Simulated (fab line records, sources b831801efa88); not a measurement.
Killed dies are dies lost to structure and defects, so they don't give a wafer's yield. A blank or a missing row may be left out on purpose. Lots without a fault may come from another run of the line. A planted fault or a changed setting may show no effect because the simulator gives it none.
A sampling plan put to the test | flow sky130 | one fab line, 61 faults that these records tell of, each judged on the records of the lots that it struck
The plan is the line's own looks: the steps of the route at which a gauge or an inspection reads the wafer and doesn't change it. A look can be judged if struck wafers have a number there and the file gives its usual mean and standard deviation on fault-free wafers. Caught: at a look after the fault's first step, the mean of the struck wafers lies 4 or more of those standard deviations (sigma) from the usual mean. On the tool: the same test on the tool's own readings at the fault's steps. Another recipe on the struck wafers, or a record that is blank for them alone, also counts as caught.

THE FAULTS, as the simulator had put them in
1. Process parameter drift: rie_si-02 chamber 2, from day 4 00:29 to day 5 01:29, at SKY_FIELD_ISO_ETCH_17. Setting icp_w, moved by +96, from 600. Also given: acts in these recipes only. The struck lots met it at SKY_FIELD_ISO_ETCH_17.
2. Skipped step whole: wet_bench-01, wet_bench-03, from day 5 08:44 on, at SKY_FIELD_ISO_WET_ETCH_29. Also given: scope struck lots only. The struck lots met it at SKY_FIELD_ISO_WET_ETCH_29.
3. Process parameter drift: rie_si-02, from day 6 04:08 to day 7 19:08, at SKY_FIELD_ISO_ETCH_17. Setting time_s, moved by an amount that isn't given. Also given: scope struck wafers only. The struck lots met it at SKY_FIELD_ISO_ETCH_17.
4. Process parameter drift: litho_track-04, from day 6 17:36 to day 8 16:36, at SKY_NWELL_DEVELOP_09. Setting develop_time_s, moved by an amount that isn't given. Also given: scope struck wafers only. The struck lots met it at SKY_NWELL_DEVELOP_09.
5. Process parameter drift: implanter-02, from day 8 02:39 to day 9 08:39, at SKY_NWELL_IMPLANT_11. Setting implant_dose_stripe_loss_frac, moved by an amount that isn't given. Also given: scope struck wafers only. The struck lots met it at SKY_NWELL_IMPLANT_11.
6. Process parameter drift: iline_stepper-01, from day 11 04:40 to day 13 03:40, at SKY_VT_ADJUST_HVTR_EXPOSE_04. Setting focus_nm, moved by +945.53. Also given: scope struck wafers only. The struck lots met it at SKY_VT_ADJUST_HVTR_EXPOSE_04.
7. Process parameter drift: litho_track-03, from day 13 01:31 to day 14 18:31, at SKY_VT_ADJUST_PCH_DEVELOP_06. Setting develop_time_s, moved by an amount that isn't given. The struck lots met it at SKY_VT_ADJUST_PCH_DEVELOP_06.
8. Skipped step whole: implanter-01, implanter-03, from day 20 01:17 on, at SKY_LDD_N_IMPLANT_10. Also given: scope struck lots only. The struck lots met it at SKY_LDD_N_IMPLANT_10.
9. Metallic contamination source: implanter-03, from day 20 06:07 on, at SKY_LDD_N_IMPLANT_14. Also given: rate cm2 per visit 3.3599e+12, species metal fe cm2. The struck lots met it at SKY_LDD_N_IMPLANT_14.
10. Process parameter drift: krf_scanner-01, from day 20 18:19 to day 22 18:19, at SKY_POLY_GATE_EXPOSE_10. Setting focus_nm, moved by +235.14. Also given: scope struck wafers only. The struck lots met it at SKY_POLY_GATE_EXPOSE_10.
11. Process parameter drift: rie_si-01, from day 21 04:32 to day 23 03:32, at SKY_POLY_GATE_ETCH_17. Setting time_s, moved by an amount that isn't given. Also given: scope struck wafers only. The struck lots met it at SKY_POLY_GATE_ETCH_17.
12. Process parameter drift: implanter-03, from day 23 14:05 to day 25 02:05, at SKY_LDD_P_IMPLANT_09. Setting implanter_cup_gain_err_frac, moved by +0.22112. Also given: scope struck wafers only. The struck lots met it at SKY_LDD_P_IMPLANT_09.
13. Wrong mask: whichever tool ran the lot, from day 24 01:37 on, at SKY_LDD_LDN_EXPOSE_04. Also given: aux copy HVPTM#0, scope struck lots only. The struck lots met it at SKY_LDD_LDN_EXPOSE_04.
14. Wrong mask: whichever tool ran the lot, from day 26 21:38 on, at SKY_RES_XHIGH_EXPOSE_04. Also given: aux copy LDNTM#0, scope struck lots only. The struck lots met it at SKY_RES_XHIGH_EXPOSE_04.
15. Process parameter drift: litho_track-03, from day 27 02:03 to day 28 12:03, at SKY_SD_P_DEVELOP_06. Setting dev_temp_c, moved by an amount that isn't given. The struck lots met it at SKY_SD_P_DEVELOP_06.
16. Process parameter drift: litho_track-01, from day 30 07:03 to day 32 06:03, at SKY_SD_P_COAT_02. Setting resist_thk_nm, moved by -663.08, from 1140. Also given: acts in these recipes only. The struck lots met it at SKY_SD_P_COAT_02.
17. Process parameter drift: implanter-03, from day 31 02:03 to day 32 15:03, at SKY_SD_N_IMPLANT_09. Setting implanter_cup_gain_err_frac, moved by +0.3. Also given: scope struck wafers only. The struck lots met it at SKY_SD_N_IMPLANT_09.
18. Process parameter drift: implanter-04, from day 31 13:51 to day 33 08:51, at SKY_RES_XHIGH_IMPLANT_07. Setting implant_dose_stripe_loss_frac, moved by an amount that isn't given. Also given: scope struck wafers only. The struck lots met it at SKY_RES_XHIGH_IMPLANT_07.
19. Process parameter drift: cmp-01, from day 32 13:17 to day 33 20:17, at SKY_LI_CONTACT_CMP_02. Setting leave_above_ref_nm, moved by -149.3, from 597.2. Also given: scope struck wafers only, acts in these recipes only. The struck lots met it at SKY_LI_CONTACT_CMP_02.
20. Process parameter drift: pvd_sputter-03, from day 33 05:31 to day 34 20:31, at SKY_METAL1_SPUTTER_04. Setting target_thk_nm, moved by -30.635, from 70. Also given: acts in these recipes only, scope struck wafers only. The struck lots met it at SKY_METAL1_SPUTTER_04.
21. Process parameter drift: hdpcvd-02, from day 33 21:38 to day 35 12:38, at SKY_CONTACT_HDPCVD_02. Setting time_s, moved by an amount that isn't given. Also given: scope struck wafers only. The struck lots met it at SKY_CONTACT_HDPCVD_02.
22. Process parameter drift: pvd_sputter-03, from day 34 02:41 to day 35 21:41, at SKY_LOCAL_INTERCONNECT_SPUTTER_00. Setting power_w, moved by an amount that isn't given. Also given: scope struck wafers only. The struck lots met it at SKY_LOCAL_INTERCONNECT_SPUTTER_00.
23. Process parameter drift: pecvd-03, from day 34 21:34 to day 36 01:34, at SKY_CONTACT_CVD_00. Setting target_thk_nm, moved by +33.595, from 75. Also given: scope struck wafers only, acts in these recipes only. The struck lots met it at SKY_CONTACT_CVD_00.
24. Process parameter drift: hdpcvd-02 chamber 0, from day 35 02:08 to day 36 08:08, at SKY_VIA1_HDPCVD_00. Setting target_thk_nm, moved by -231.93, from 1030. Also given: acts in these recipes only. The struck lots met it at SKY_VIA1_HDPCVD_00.
25. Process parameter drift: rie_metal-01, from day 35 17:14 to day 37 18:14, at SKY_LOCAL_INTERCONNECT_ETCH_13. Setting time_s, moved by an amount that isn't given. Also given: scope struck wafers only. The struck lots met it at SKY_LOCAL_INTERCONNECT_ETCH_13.
26. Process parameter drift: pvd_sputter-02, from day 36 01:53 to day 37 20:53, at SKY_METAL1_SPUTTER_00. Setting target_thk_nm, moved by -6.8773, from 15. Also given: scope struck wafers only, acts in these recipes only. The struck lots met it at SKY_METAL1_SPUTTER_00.
27. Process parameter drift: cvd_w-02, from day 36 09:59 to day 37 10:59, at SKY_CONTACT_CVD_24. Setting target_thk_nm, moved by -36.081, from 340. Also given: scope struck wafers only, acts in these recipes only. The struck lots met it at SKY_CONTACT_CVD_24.
28. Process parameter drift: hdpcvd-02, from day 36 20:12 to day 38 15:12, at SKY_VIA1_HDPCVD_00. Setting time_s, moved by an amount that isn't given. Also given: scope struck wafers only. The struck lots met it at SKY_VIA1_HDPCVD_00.
29. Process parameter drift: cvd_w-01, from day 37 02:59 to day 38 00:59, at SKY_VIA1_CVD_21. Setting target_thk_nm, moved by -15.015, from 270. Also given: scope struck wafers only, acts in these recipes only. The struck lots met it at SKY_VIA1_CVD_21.
30. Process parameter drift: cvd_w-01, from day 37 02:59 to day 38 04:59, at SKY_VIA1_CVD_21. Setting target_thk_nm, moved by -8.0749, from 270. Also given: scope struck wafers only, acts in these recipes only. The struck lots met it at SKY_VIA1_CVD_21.
31. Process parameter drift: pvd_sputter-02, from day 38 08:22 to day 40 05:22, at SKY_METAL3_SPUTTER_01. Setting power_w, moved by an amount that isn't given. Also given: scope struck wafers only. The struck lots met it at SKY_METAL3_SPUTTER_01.
32. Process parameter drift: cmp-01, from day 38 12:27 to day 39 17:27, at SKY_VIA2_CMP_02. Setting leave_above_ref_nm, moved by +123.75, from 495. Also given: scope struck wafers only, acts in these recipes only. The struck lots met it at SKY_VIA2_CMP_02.
33. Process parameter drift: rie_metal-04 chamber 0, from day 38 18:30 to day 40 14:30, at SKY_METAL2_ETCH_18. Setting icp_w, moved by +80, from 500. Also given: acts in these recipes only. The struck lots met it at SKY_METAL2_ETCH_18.
34. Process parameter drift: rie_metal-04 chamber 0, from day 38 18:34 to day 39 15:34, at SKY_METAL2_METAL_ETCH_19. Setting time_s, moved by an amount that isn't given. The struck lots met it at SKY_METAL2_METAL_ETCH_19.
35. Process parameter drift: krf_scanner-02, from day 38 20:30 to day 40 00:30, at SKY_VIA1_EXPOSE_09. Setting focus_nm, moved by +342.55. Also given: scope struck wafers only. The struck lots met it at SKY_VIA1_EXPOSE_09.
36. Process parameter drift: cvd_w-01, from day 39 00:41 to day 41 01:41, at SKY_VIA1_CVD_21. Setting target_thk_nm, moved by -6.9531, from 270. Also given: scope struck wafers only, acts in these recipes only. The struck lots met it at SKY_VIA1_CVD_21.
37. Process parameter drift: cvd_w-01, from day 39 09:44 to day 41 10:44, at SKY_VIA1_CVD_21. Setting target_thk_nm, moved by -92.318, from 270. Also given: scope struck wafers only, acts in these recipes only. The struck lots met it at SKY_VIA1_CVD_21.
38. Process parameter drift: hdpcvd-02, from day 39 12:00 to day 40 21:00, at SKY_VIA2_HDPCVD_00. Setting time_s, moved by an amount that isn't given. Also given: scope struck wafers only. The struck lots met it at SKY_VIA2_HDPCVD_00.
39. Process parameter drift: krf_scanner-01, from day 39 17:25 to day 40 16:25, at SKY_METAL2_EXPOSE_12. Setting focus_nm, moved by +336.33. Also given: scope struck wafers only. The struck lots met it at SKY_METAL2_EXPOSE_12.
40. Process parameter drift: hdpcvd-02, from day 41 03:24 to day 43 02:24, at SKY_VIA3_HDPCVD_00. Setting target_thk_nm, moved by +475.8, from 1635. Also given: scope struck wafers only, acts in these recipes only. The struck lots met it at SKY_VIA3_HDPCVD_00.
41. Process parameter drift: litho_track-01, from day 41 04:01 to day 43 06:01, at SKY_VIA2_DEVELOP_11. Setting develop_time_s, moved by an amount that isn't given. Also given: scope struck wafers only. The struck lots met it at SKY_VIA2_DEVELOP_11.
42. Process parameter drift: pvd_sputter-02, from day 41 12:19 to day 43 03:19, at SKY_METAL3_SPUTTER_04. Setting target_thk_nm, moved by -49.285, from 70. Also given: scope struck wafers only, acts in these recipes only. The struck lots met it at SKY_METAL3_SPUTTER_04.
43. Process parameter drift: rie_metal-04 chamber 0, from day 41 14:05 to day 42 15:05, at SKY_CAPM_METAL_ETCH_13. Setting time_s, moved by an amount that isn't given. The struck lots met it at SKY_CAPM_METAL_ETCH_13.
44. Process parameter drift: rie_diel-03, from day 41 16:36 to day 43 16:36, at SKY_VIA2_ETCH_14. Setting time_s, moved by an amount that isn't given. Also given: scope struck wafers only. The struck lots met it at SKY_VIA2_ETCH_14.
45. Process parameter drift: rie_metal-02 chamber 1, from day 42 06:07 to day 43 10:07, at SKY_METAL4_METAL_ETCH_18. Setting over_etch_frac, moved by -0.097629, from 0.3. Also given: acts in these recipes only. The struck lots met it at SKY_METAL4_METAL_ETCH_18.
46. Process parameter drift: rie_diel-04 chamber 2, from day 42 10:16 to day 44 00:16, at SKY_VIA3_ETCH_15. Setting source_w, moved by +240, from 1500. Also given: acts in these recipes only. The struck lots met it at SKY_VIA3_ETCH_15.
47. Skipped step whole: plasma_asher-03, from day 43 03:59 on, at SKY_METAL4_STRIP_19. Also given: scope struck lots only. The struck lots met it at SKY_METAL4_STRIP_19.
48. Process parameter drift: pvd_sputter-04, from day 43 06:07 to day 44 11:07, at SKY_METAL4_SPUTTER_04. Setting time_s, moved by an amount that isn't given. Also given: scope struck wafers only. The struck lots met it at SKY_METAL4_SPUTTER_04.
49. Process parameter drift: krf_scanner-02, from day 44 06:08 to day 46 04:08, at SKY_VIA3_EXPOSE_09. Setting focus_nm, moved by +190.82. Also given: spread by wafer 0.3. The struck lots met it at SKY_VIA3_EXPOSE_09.
50. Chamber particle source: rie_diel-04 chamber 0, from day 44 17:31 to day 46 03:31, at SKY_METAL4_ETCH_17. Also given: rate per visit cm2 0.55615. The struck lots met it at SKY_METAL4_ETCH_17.
51. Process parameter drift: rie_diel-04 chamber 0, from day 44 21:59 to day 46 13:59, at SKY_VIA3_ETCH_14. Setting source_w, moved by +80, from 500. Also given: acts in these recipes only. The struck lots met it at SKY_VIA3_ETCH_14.
52. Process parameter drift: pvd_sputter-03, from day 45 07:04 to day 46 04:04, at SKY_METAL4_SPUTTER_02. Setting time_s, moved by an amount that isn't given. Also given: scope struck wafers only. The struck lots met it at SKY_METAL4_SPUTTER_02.
53. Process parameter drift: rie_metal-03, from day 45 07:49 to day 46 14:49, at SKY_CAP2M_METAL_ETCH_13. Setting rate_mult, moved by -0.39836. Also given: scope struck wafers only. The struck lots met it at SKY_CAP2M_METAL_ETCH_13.
54. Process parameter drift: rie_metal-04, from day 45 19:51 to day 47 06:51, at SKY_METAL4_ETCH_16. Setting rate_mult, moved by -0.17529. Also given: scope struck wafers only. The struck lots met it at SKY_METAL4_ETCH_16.
55. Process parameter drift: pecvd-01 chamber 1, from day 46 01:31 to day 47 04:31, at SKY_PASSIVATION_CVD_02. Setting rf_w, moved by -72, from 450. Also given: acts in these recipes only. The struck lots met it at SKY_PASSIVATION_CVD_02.
56. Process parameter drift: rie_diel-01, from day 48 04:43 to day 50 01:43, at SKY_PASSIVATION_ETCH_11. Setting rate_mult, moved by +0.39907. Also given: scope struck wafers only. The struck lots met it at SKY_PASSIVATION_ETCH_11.
57. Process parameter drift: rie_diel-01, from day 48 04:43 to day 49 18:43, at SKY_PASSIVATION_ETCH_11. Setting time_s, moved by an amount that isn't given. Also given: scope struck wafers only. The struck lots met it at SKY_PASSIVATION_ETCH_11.
58. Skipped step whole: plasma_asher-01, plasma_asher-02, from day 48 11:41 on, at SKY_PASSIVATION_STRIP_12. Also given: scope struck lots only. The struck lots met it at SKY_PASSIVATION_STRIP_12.
59. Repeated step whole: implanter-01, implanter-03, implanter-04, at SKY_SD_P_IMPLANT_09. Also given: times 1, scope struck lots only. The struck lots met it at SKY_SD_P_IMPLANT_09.
60. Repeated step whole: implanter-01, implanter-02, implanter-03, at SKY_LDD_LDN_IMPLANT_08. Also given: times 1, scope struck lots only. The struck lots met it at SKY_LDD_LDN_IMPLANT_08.
61. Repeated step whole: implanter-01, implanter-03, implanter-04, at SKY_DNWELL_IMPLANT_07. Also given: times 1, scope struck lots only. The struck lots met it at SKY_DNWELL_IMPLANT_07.

WHAT THE PLAN SAW
fault | on the tool itself                               | first look that catches it                      | reading, sigma                                       | median hours from its first step to that look | hours from the fault's start to the first struck lot there | judged looks passed uncaught
1     | rf_fwd_power_W +38 sigma                         | no look after it can be judged                  | -                                                    | -                                             | -                                                          | 0
2     | the tool's record is blank for the struck wafers | no look after it can be judged                  | -                                                    | -                                             | -                                                          | 0
3     | run_length_s -34 sigma                           | no look after it can be judged                  | -                                                    | -                                             | -                                                          | 0
4     | under 2 sigma                                    | SKY_NWELL_TW_MEAS_15                            | NWELL_TW -99 or beyond                               | 1.0                                           | 18                                                         | 0
5     | no reading that can be judged                    | SKY_NWELL_TW_MEAS_15                            | NWELL_TW -13                                         | 0.5                                           | 10                                                         | 0
6     | no reading that can be judged                    | SKY_VT_ADJUST_HVTR_CD_MEAS_07                   | cd_nm -9.3                                           | 10.9                                          | 15                                                         | 0
7     | under 2 sigma                                    | no look after it can be judged                  | -                                                    | -                                             | -                                                          | 0
8     | the tool's record is blank for the struck wafers | SKY_LDD_N_TW_MEAS_17                            | LDD_N_TW -5.2                                        | 1.0                                           | 2                                                          | 0
9     | no reading that can be judged                    | none of the 6 looks that can be judged after it | -                                                    | -                                             | -                                                          | 6
10    | no reading that can be judged                    | SKY_POLY_GATE_CD_MEAS_13                        | cd_nm -30                                            | 15.1                                          | 30                                                         | 0
11    | run_length_s +45 sigma                           | no look after it can be judged                  | -                                                    | -                                             | -                                                          | 0
12    | faraday_current_uA +11 sigma                     | SKY_LDD_P_TW_MEAS_11                            | LDD_P_TW -13                                         | 0.2                                           | 9                                                          | 0
13    | under 2 sigma                                    | SKY_LDD_LDN_TW_MEAS_13                          | LDD_LDN_TW -96                                       | 15.5                                          | 26                                                         | 0
14    | no reading that can be judged                    | SKY_RES_XHIGH_TW_MEAS_09                        | RES_XHIGH_TW -99 or beyond                           | 14.0                                          | 20                                                         | 0
15    | developer_temp_C -20 sigma                       | not the one look that can be judged after it    | strongest: cd_nm at SKY_SD_P_CD_MEAS_07, +2.3        | -                                             | -                                                          | 1
16    | no reading that can be judged                    | SKY_SD_P_CD_MEAS_07                             | cd_nm +39                                            | 14.0                                          | 26                                                         | 0
17    | faraday_current_uA +4.4 sigma                    | SKY_SD_N_RS_MEAS_16                             | SD_N_RS +24                                          | 0.7                                           | 31                                                         | 0
18    | under 2 sigma                                    | none of the 9 looks that can be judged after it | strongest: RES_XHIGH_RS at SKY_SD_N_RS_MEAS_18, +2.4 | -                                             | -                                                          | 9
19    | only faintly: time_to_endpoint_s +3.1 sigma      | no look after it can be judged                  | -                                                    | -                                             | -                                                          | 0
20    | under 2 sigma                                    | SKY_METAL1_THK_MEAS_06                          | METAL1_ALCU_THK +6.8                                 | 1.9                                           | 16                                                         | 1
21    | run_length_s +48 sigma                           | SKY_CONTACT_THK_MEAS_03                         | CONTACT_HDPCVD_THK +16                               | 0.1                                           | 5                                                          | 0
22    | cathode_dc_power_W -99 or beyond sigma           | SKY_LOCAL_INTERCONNECT_RS_MEAS_01               | LOCAL_INTERCONNECT_TIN_RS +16                        | 0.1                                           | 11                                                         | 0
23    | under 2 sigma                                    | SKY_CONTACT_THK_MEAS_01                         | CONTACT_CVD_00_THK +39                               | 0.1                                           | 4                                                          | 0
24    | no reading that can be judged                    | SKY_VIA1_THK_MEAS_01                            | VIA1_HDPCVD_THK -24                                  | 0.1                                           | 20                                                         | 0
25    | oes_product_au -9.3 sigma                        | none of the 2 looks that can be judged after it | -                                                    | -                                             | -                                                          | 2
26    | under 2 sigma                                    | no look after it can be judged                  | -                                                    | -                                             | -                                                          | 0
27    | under 2 sigma                                    | SKY_CONTACT_RS_MEAS_25                          | CONTACT_W_RS +12                                     | 0.1                                           | 5                                                          | 0
28    | run_length_s +97 sigma                           | SKY_VIA1_THK_MEAS_01                            | VIA1_HDPCVD_THK +20                                  | 0.1                                           | 6                                                          | 0
29    | under 2 sigma                                    | SKY_VIA1_RS_MEAS_22                             | VIA1_W_RS +6.5                                       | 0.1                                           | 12                                                         | 0
30    | under 2 sigma                                    | not the one look that can be judged after it    | strongest: VIA1_W_RS at SKY_VIA1_RS_MEAS_22, +3.4    | -                                             | -                                                          | 1
31    | cathode_dc_power_W +99 or beyond sigma           | no look after it can be judged                  | -                                                    | -                                             | -                                                          | 0
32    | under 2 sigma                                    | no look after it can be judged                  | -                                                    | -                                             | -                                                          | 0
33    | rf_fwd_power_W +43 sigma                         | no look after it can be judged                  | -                                                    | -                                             | -                                                          | 0
34    | oes_product_au +7.7 sigma                        | no look after it can be judged                  | -                                                    | -                                             | -                                                          | 0
35    | under 2 sigma                                    | SKY_VIA1_CD_MEAS_12                             | cd_nm -39                                            | 12.1                                          | 18                                                         | 0
36    | under 2 sigma                                    | not the one look that can be judged after it    | strongest: VIA1_W_RS at SKY_VIA1_RS_MEAS_22, +2.9    | -                                             | -                                                          | 1
37    | under 2 sigma                                    | SKY_VIA1_RS_MEAS_22                             | VIA1_W_RS +51                                        | 0.1                                           | 6                                                          | 0
38    | run_length_s -99 or beyond sigma                 | SKY_VIA2_THK_MEAS_01                            | VIA2_HDPCVD_THK -27                                  | 0.1                                           | 25                                                         | 0
39    | no reading that can be judged                    | SKY_METAL2_CD_MEAS_15                           | cd_nm -54                                            | 11.8                                          | 19                                                         | 0
40    | no reading that can be judged                    | SKY_VIA3_THK_MEAS_01                            | VIA3_HDPCVD_THK +28                                  | 0.1                                           | 8                                                          | 0
41    | under 2 sigma                                    | SKY_VIA2_CD_MEAS_12                             | cd_nm -4.3                                           | 0.6                                           | 3                                                          | 0
42    | under 2 sigma                                    | no look after it can be judged                  | -                                                    | -                                             | -                                                          | 0
43    | run_length_s -41 sigma                           | no look after it can be judged                  | -                                                    | -                                             | -                                                          | 0
44    | oes_product_au +16 sigma                         | no look after it can be judged                  | -                                                    | -                                             | -                                                          | 0
45    | oes_product_au +7.4 sigma                        | no look after it can be judged                  | -                                                    | -                                             | -                                                          | 0
46    | rf_fwd_power_W +44 sigma                         | no look after it can be judged                  | -                                                    | -                                             | -                                                          | 0
47    | the tool's record is blank for the struck wafers | no look after it can be judged                  | -                                                    | -                                             | -                                                          | 0
48    | under 2 sigma                                    | no look after it can be judged                  | -                                                    | -                                             | -                                                          | 0
49    | under 2 sigma                                    | SKY_VIA3_CD_MEAS_12                             | cd_nm -10                                            | 10.8                                          | 14                                                         | 0
50    | under 2 sigma                                    | no look after it can be judged                  | -                                                    | -                                             | -                                                          | 0
51    | rf_fwd_power_W +41 sigma                         | no look after it can be judged                  | -                                                    | -                                             | -                                                          | 0
52    | under 2 sigma                                    | no look after it can be judged                  | -                                                    | -                                             | -                                                          | 0
53    | oes_product_au -26 sigma                         | no look after it can be judged                  | -                                                    | -                                             | -                                                          | 0
54    | under 2 sigma                                    | no look after it can be judged                  | -                                                    | -                                             | -                                                          | 0
55    | rf_fwd_power_W -61 sigma                         | SKY_PASSIVATION_THK_MEAS_03                     | PASSIVATION_CVD_02_THK -4.9                          | 0.2                                           | 9                                                          | 0
56    | under 2 sigma                                    | no look after it can be judged                  | -                                                    | -                                             | -                                                          | 0
57    | run_length_s -18 sigma                           | no look after it can be judged                  | -                                                    | -                                             | -                                                          | 0
58    | the tool's record is blank for the struck wafers | no look after it can be judged                  | -                                                    | -                                             | -                                                          | 0
59    | no reading that can be judged                    | SKY_SD_P_TW_MEAS_11                             | SD_P_TW +10                                          | 0.6                                           | -                                                          | 0
60    | no reading that can be judged                    | SKY_LDD_LDN_TW_MEAS_13                          | LDD_LDN_TW +6.5                                      | 1.0                                           | -                                                          | 0
61    | no reading that can be judged                    | SKY_DNWELL_TW_MEAS_09                           | DNWELL_TW +38                                        | 0.6                                           | -                                                          | 0
A dash: the fault isn't caught, or these records don't give the number.

Caught at a look: 29 of 61. Caught on the tool: 26 of 61. By one or the other: 47 of 61.
Caught on the tool alone: faults 1, 2, 3, 11, 15, 25, 31, 33, 34, 43, 44, 45, 46, 47, 51, 53, 57, 58.
Caught at a look alone: faults 4, 5, 6, 10, 13, 14, 16, 20, 23, 24, 27, 29, 35, 37, 39, 40, 41, 49, 59, 60, 61.
Caught by neither: faults 7, 9, 18, 19, 26, 30, 32, 36, 42, 48, 50, 52, 54, 56.

THINNER SAMPLING
If the look that catches a fault measured only every second or every third lot, by lot number, the first struck lot would be measured this late in the worst case:
fault | struck lots at that look, in order of time | every lot | every second lot | every third lot
4     | L207                                       | 18 h      | may miss it      | may miss it
5     | L875, L876                                 | 10 h      | 17 h             | may miss all 2
6     | L290, L292                                 | 15 h      | may miss all 2   | may miss all 2
8     | L560, L561, L562                           | 2 h       | 8 h              | 15 h
10    | L164, L165, L167                           | 30 h      | 40 h             | may miss all 3
12    | L731, L733                                 | 9 h       | may miss all 2   | may miss all 2
13    | L611                                       | 26 h      | may miss it      | may miss it
14    | L675                                       | 20 h      | may miss it      | may miss it
16    | L186, L187                                 | 26 h      | 32 h             | may miss all 2
17    | L899                                       | 31 h      | may miss it      | may miss it
20    | L882, L885                                 | 16 h      | 33 h             | may miss all 2
21    | L638, L640, L641                           | 5 h       | 28 h             | may miss all 3
22    | L452                                       | 11 h      | may miss it      | may miss it
23    | L762, L763                                 | 4 h       | 13 h             | may miss all 2
24    | L665, L666                                 | 20 h      | 23 h             | may miss all 2
27    | L359, L360, L361                           | 5 h       | 12 h             | 19 h
28    | L615, L616, L618                           | 6 h       | 13 h             | may miss all 3
29    | L325, L326                                 | 12 h      | 15 h             | may miss all 2
35    | L915                                       | 18 h      | may miss it      | may miss it
37    | L768, L772, L773                           | 6 h       | 38 h             | 38 h
38    | L406                                       | 25 h      | may miss it      | may miss it
39    | L111, L113                                 | 19 h      | may miss all 2   | may miss all 2
40    | L866, L871                                 | 8 h       | 40 h             | may miss all 2
41    | L606, L607                                 | 3 h       | 10 h             | may miss all 2
49    | L650, L651                                 | 14 h      | 18 h             | may miss all 2
55    | L184                                       | 9 h       | may miss it      | may miss it
Hours are from the fault's start to the first struck lot that is measured. The limit of 4 sigma was tested on all struck wafers together, so one lot alone may lie under it. Other struck lots may not be in these records.

THE LONGEST TIMED WAY FROM STEP TO LOOK
Fault 13: a median of 15.5 hours passes between SKY_LDD_LDN_EXPOSE_04 and SKY_LDD_LDN_TW_MEAS_13. No look between them can be judged.
